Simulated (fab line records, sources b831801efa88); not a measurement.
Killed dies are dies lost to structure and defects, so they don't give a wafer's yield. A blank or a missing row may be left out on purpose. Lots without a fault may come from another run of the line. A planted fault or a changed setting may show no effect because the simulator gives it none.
fab line records | flow gf180mcu
record lots=12 wafers=34 last_day=34
route steps=602 shown HV_LDD@228 SAB@275 CONTACT@310
lots that met no fault: from a run of the same line without faults
start_h: hours from the record's first day to the start of the lot's first wafer shown | wait_h: hours since the lot's step before | " the same as in the row above | L1.1+2: a row that stands for several wafers | - no value, or no start given | * or withheld: withheld | < > ~ a bound
route shown NAME@n: a module of which the file shows steps, and the number in the route of the first | usual: mean/standard deviation of fault-free wafers | same: alike in all rows | chamber/n: place in a boat | sites: the reading at each site | _std_site: their standard deviation | _edge_site: outer sites' mean less inner sites' | radius_mm: how far each site lies from the wafer's centre | mask NAME#n: copy n | behind: the tool/chamber that last shaped the wafer | hold: why the lot was held/for how many hours/how that ended | device: the transistor (n, p or np) that didn't switch | end of line: the same wafers' tests at the end of the route | a step without rows: its recipe alone | killed: dies lost to structure and defects at the first sort, not the wafer's yield | map: a wafer's dies, x killed, . not, _ none there
set.NAME: the setting as run; set.NAME@STEP: as run at that earlier step | model.NAME: the simulator's own value behind a step, which no gauge read
steps of the route over a sample of lots; a table a step, a row a wafer
services: from which hour (start_h, from the record's first day; less than 0 if before it) a tool's chamber was out of use, for how many hours, and why
## steps
# step GF_HV_LDD_RTA_52
# recipe temp_c=1000 time_s=10 ambient=N2
# usual lamp_power_pct=29.16/0.15 wafer_temp_C_max=1005.8/2.3
# columns lot.wafer tool chamber start_h wait_h lamp_power_pct wafer_temp_C_max
L466.1 rtp_anneal-02 0 276.93 0.0 29.27 1006.1
L466.2 " 0 " " 29.28 1005.2
L466.4 " 0 " " 29.34 1008.8
L469.1 rtp_anneal-01 0 296.21 0.0 28.98 1003.8
L469.3 " 0 " " 28.95 1003.1
L469.4 " 0 " " 29.01 1003.5
L470.2 rtp_anneal-01 0 308.83 0.0 28.98 1003.2
L470.5 " 0 " " 28.95 1002.6
L470.6 " 0 " " 29.02 1003.9
L471.1 rtp_anneal-02 0 318.31 0.0 29.30 1007.2
L471.2 " 0 " " 29.24 1007.9
L471.4 " 0 " " 29.27 1006.4
L472.2 rtp_anneal-01 0 325.97 0.0 29.01 1004.0
L472.5 " 0 " " 28.95 1003.9
L472.6 " 0 " " 29.01 1003.2
L476.1 rtp_anneal-01 0 368.07 0.0 29.01 1003.2
L476.2 " 0 " " 28.96 1004.4
L476.5 " 0 " " 29.03 1003.6
L477.1 rtp_anneal-02 0 384.24 0.0 29.29 1006.0
L477.5 " 0 " " 29.29 1011.5
L478.4 rtp_anneal-01 0 388.60 0.0 29.00 1003.4
L478.5 " 0 " " 28.99 1003.5
L485.1 rtp_anneal-02 0 433.86 0.0 29.25 1005.1
L485.2 " 0 " " 29.33 1007.6
L485.3 " 0 " " 29.27 1006.7
L486.1 rtp_anneal-02 0 443.06 0.0 29.26 1006.8
L486.2 " 0 " " 29.25 1008.2
L486.5 " 0 " " 29.25 1006.1
L487.3 rtp_anneal-02 0 449.05 0.0 29.27 1009.5
L487.5 " 0 " " 29.32 1009.9
L487.6 " 0 " " 29.33 1009.4
L488.2 rtp_anneal-01 0 454.88 0.0 28.95 1004.2
L488.3 " 0 " " 28.98 1004.1
L488.5 " 0 " " 28.93 1003.1
# step GF_SAB_ETCH_11
# recipe chemistry=C4F8/O2/Ar mask_material=NOVOLAK target=SiO2 target_depth_nm=55 source_w=1500 bias_w=1200 pressure_mtorr=40 c4f8_flow_sccm=withheld O2_flow_sccm=6 Ar_flow_sccm=300 time_s=8.5
# usual chamber_pressure_mTorr=39.99/0.035 oes_product_au=1.000/0.0078
# columns lot.wafer tool chamber start_h wait_h chamber_pressure_mTorr oes_product_au rf_hours_counter_h
L466.1 rie_diel-02 2 343.35 0.0 39.92 1.014 10
L466.2 " 0 " " 40.02 1.001 47
L466.4 " 3 " " 40.03 1.013 101
L469.1 rie_diel-03 2 365.87 0.0 39.99 0.997 4
L469.3 " 1 " " 39.96 1.007 18
L469.4 " 0 " " 39.99 0.984 0
L470.2 rie_diel-01 0 379.01 0.0 40.06 1.010 75
L470.5 " 2 " " 40.01 1.002 -
L470.6 " 3 " " 40.03 0.994 -
L471.1 rie_diel-03 2 388.81 0.0 39.95 0.997 5
L471.2 " 1 " " 39.99 0.994 18
L471.4 " 3 " " 40.04 1.009 75
L472.2 rie_diel-03 0 395.70 0.0 40.02 0.996 1
L472.5 " 0 " " 39.99 1.004 -
L472.6 " 1 " " 39.95 1.009 -
L476.1 rie_diel-02 0 441.70 0.0 40.02 0.999 49
L476.2 " 3 " " 39.98 1.007 104
L476.5 " 3 " " 40.01 1.009 -
L477.1 rie_diel-01 2 456.30 0.0 39.93 0.995 40
L477.5 " 3 " " 39.99 0.997 -
L478.4 rie_diel-01 1 461.45 0.0 39.96 1.003 9
L478.5 " 0 " " 40.03 1.011 -
L485.1 rie_diel-02 3 507.47 0.0 39.98 1.009 1
L485.2 " 0 " " 40.05 0.986 51
L485.3 " 2 " " 40.01 0.998 16
L486.1 rie_diel-02 3 515.32 0.0 39.97 1.001 1
L486.2 " 0 " " 39.99 0.995 51
L486.5 " 1 " " 40.06 1.003 -
L487.3 rie_diel-01 1 522.27 0.0 40.00 1.003 10
L487.5 " 0 " " 40.02 1.003 -
L487.6 " 1 " " 39.97 0.989 -
L488.2 rie_diel-01 2 527.40 0.0 40.02 0.992 41
L488.3 " 0 " " 39.99 1.012 78
L488.5 " 2 " " 40.01 1.003 -
# step GF_CONTACT_SPUTTER_23
# recipe material=TiN target_thk_nm=10 chamber_pressure_pa=5 power_w=4000 time_s=40
# usual throttle_valve_pct=30.2/1.3
# columns lot.wafer tool chamber start_h wait_h throttle_valve_pct
L466.1 pvd_sputter-01 - 368.08 0.0 30.3
L466.2 " - " " 28.7
L466.4 " - " " 30.4
L469.1 pvd_sputter-03 - 391.12 0.0 31.7
L469.3 " - " " 29.0
L469.4 " - " " 28.1
L470.2 pvd_sputter-01 - 404.05 0.0 29.0
L470.5 " - " " 30.5
L470.6 " - " " 28.9
L471.1 pvd_sputter-01 - 414.48 0.0 29.0
L471.2 " - " " 30.4
L471.4 " - " " 28.9
L472.2 pvd_sputter-03 - 420.60 0.0 28.1
L472.5 " - " " 29.0
L472.6 " - " " 30.5
L476.1 pvd_sputter-04 - 467.33 0.0 29.8
L476.2 " - " " 32.0
L476.5 " - " " 30.9
L477.1 pvd_sputter-03 - 481.93 0.0 29.0
L477.5 " - " " 28.3
L478.4 pvd_sputter-04 - 487.64 0.0 31.6
L478.5 " - " " 31.9
L485.1 pvd_sputter-01 - 532.98 0.0 29.2
L485.2 " - " " 30.3
L485.3 " - " " 28.9
L486.1 pvd_sputter-04 - 540.35 0.0 32.0
L486.2 " - " " 31.0
L486.5 " - " " 31.7
L487.3 pvd_sputter-03 - 546.47 0.0 28.1
L487.5 " - " " 30.4
L487.6 " - " " 28.9
L488.2 pvd_sputter-03 - 551.83 0.0 29.0
L488.3 " - " " 30.3
L488.5 " - " " 27.9
# step GF_CONTACT_CVD_24
# recipe material=W target_thk_nm=300 time_s=90.339 temp_c=400 pressure_torr=40
# usual heater_power_w=820/150
# columns lot.wafer tool chamber start_h wait_h heater_power_w
L466.1 cvd_w-01 0 368.12 0.0 854
L466.2 " 1 " " 1047
L466.4 " 1 " " 1033
L469.1 cvd_w-01 0 391.16 0.0 846
L469.3 " 1 " " 1072
L469.4 " 0 " " 883
L470.2 cvd_w-02 0 404.09 0.0 703
L470.5 " 0 " " 685
L470.6 " 1 " " 669
L471.1 cvd_w-01 0 414.60 0.1 837
L471.2 " 1 " " 1060
L471.4 " 0 " " 863
L472.2 cvd_w-02 0 420.63 0.0 696
L472.5 " 0 " " 685
L472.6 " 1 " " 654
L476.1 cvd_w-01 0 467.37 0.0 857
L476.2 " 1 " " 1078
L476.5 " 1 " " 1045
L477.1 cvd_w-01 0 481.97 0.0 844
L477.5 " 0 " " 852
L478.4 cvd_w-01 0 487.71 0.1 859
L478.5 " 0 " " 843
L485.1 cvd_w-02 0 533.02 0.0 704
L485.2 " 1 " " 649
L485.3 " 0 " " 708
L486.1 cvd_w-02 1 540.39 0.0 678
L486.2 " 0 " " 674
L486.5 " 1 " " 650
L487.3 cvd_w-02 1 546.54 0.1 659
L487.5 " 0 " " 704
L487.6 " 1 " " 654
L488.2 cvd_w-02 0 551.87 0.0 705
L488.3 " 1 " " 646
L488.5 " 0 " " 708
# step GF_CONTACT_RS_MEAS_25
# recipe thk_meas_gauge=four-point-probe reads=W_of_CONTACT_CVD_24+TiN_of_CONTACT_SPUTTER_23+Ti_of_CONTACT_SPUTTER_22
# usual CONTACT_W_RS=0.385/0.0035
# columns lot.wafer tool chamber start_h wait_h CONTACT_W_RS[ohm/sq]
L466.1 film_metro-01 - 368.22 0.1 0.386
L466.2 " - " " 0.385
L466.4 " - " " 0.385
L469.1 film_metro-01 - 391.26 0.1 0.385
L469.3 " - " " 0.389
L469.4 " - " " 0.385
L470.2 film_metro-02 - 404.21 0.1 0.381
L470.5 " - " " 0.383
L470.6 " - " " 0.381
L471.1 film_metro-02 - 414.70 0.1 0.383
L471.2 " - " " 0.385
L471.4 " - " " 0.383
L472.2 film_metro-01 - 420.75 0.1 0.387
L472.5 " - " " 0.386
L472.6 " - " " 0.385
L476.1 film_metro-02 - 467.47 0.1 0.248
L476.2 " - " " 0.382
L476.5 " - " " 0.248
L477.1 film_metro-01 - 482.07 0.1 0.247
L477.5 " - " " 0.246
L478.4 film_metro-01 - 487.84 0.1 0.381
L478.5 " - " " 0.246
L485.1 film_metro-01 - 533.12 0.1 0.392
L485.2 " - " " 0.392
L485.3 " - " " 0.389
L486.1 film_metro-02 - 540.49 0.1 0.378
L486.2 " - " " 0.383
L486.5 " - " " 0.382
L487.3 film_metro-01 - 546.65 0.1 0.382
L487.5 " - " " 0.384
L487.6 " - " " 0.380
L488.2 film_metro-02 - 551.99 0.1 0.385
L488.3 " - " " 0.382
L488.5 " - " " 0.385
# step GF_CONTACT_THK_MEAS_26
# recipe thk_meas_gauge=xrf reads=W_of_CONTACT_CVD_24
# usual CONTACT_W_THK=303/3.5
# columns lot.wafer tool chamber start_h wait_h CONTACT_W_THK[nm]
L466.1 film_metro-01 - 368.34 0.1 301
L466.2 " - " " 304
L466.4 " - " " 303
L469.1 film_metro-01 - 391.38 0.1 303
L469.3 " - " " 302
L469.4 " - " " 305
L470.2 film_metro-02 - 404.32 0.1 309
L470.5 " - " " 308
L470.6 " - " " 310
L471.1 film_metro-02 - 414.82 0.1 304
L471.2 " - " " 305
L471.4 " - " " 306
L472.2 film_metro-01 - 420.86 0.1 300
L472.5 " - " " 300
L472.6 " - " " 302
L476.1 film_metro-02 - 467.59 0.1 476
L476.2 " - " " 304
L476.5 " - " " 472
L477.1 film_metro-01 - 482.19 0.1 474
L477.5 " - " " 473
L478.4 film_metro-01 - 487.93 0.1 307
L478.5 " - " " 480
L485.1 film_metro-01 - 533.24 0.1 297
L485.2 " - " " 298
L485.3 " - " " 301
L486.1 film_metro-02 - 540.61 0.1 307
L486.2 " - " " 304
L486.5 " - " " 305
L487.3 film_metro-01 - 546.75 0.1 305
L487.5 " - " " 301
L487.6 " - " " 307
L488.2 film_metro-02 - 552.10 0.1 304
L488.3 " - " " 306
L488.5 " - " " 303
# step GF_CONTACT_CMP_27
# recipe stop_on=SiO2 down_force_psi=3.5 platen_rpm=60 t_overpolish_s=15 target_thk_nm=0 pad_velocity_m_s=0.94248
# usual motor_current_A=11.3/1.5 time_to_endpoint_s=72.7/2.1
# columns lot.wafer tool chamber start_h wait_h motor_current_A time_to_endpoint_s
L466.2 cmp-02 1 368.40 0.0 10.0 73.5
L466.4 " 3 " " 14.7 73.8
L466.1 " 0 " " 10.5 74.1
L469.3 cmp-01 0 391.44 0.0 11.0 70.5
L469.1 " 2 " " 10.9 71.8
L469.4 " 3 " " 10.0 74.5
L470.2 cmp-02 3 404.37 0.0 14.1 74.3
L470.6 " 3 " " 14.7 74.4
L470.5 " 0 " " 9.9 72.5
L471.1 cmp-01 1 414.88 0.1 12.8 75.0
L471.2 " 2 " " 11.2 73.5
L471.4 " 0 " " 11.7 76.5
L472.2 cmp-01 2 421.01 0.1 11.3 74.4
L472.5 " 0 " " 10.9 76.0
L472.6 " 1 " " 12.7 74.3
L476.1 cmp-02 1 467.70 0.1 9.6 111.3
L476.2 " 2 " " 11.2 69.3
L476.5 " 0 " " 10.3 107.3
L477.1 cmp-02 0 482.30 0.1 10.3 113.0
L477.5 " 3 " " 14.0 109.3
L478.4 cmp-01 2 488.06 0.1 11.9 72.1
L478.5 " 0 " " 11.1 110.3
L485.3 cmp-02 1 533.30 0.0 9.8 73.4
L485.2 " 2 " " 10.3 72.3
L485.1 " 3 " " 14.4 72.7
L486.1 cmp-02 3 540.67 0.1 14.6 72.9
L486.2 " 2 " " 11.3 72.1
L486.5 " 0 " " 10.2 74.3
L487.3 cmp-02 3 546.84 0.1 15.1 72.1
L487.6 " 2 " " 11.3 73.8
L487.5 " 3 " " 14.0 74.3
L488.2 cmp-02 2 552.15 0.0 11.1 71.0
L488.3 " 0 " " 10.3 74.0
L488.5 " 3 " " 14.3 73.6
## services
# columns tool chamber start_h hours kind
cvd_w-01 1 258.40 5.9 repair
rie_diel-02 2 267.23 7.9 repair
cvd_w-02 - 270.61 0.2 repair
rie_diel-02 3 280.05 7.0 repair
rie_diel-01 1 304.77 11.6 repair
cmp-02 - 327.95 6.4 pm
rtp_anneal-01 - 333.40 3.6 pm
cmp-02 - 334.87 2.8 repair
cvd_w-01 - 345.62 3.8 pm
cvd_w-01 - 369.14 0.7 repair
cmp-02 - 385.88 17.7 pm
cvd_w-02 - 390.00 14.0 pm
cvd_w-02 - 411.99 6.9 pm
cmp-02 - 418.80 0.9 repair
cmp-02 - 426.80 3.3 repair
cmp-02 - 427.66 4.6 repair
cvd_w-01 - 427.92 2.8 pm
cvd_w-01 - 434.29 0.7 repair
rie_diel-01 - 444.74 1.3 repair
rie_diel-01 0 468.54 13.1 repair
pvd_sputter-03 - 474.72 1.9 repair
cvd_w-01 - 495.38 0.6 repair
rie_diel-01 0 499.72 3.8 repair
cvd_w-01 - 518.22 0.5 repair
## key
first_sign step=GF_CONTACT_RS_MEAS_25 reading=CONTACT_W_RS direction=down sigmas=40 usual=0.385 struck=0.247
effect step=GF_CONTACT_THK_MEAS_26 reading=CONTACT_W_THK direction=up sigmas=50 usual=303 struck=475
effect step=GF_CONTACT_CMP_27 reading=time_to_endpoint_s direction=up sigmas=18 usual=* struck=*
met_at GF_CONTACT_CVD_24
struck_lots L476,L477,L478
struck_wafers L476.1,L476.5,L477.1,L477.5,L478.5
tester_left_out L476,L477,L478
not_acting_at GF_HV_LDD_RTA_52,GF_SAB_ETCH_11,GF_CONTACT_SPUTTER_23
onset_between 414.60 467.37
fault kind=process_parameter_drift tool=cvd_w-01 chamber=- onset_h=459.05 steps=GF_CONTACT_CVD_24 channel=target_thk_nm offset=164.47 shape=step end_h=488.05 scope=struck_wafers_only acts_in=these_recipes_only stated=300
# tester_left_out: of these lots the tester's yield and bins aren't shown, on N5 and GAA mostly nor the transistor test; their killed dies are dies lost to structure and defects alone, not to doping, threshold or leakage, so they don't give the yield
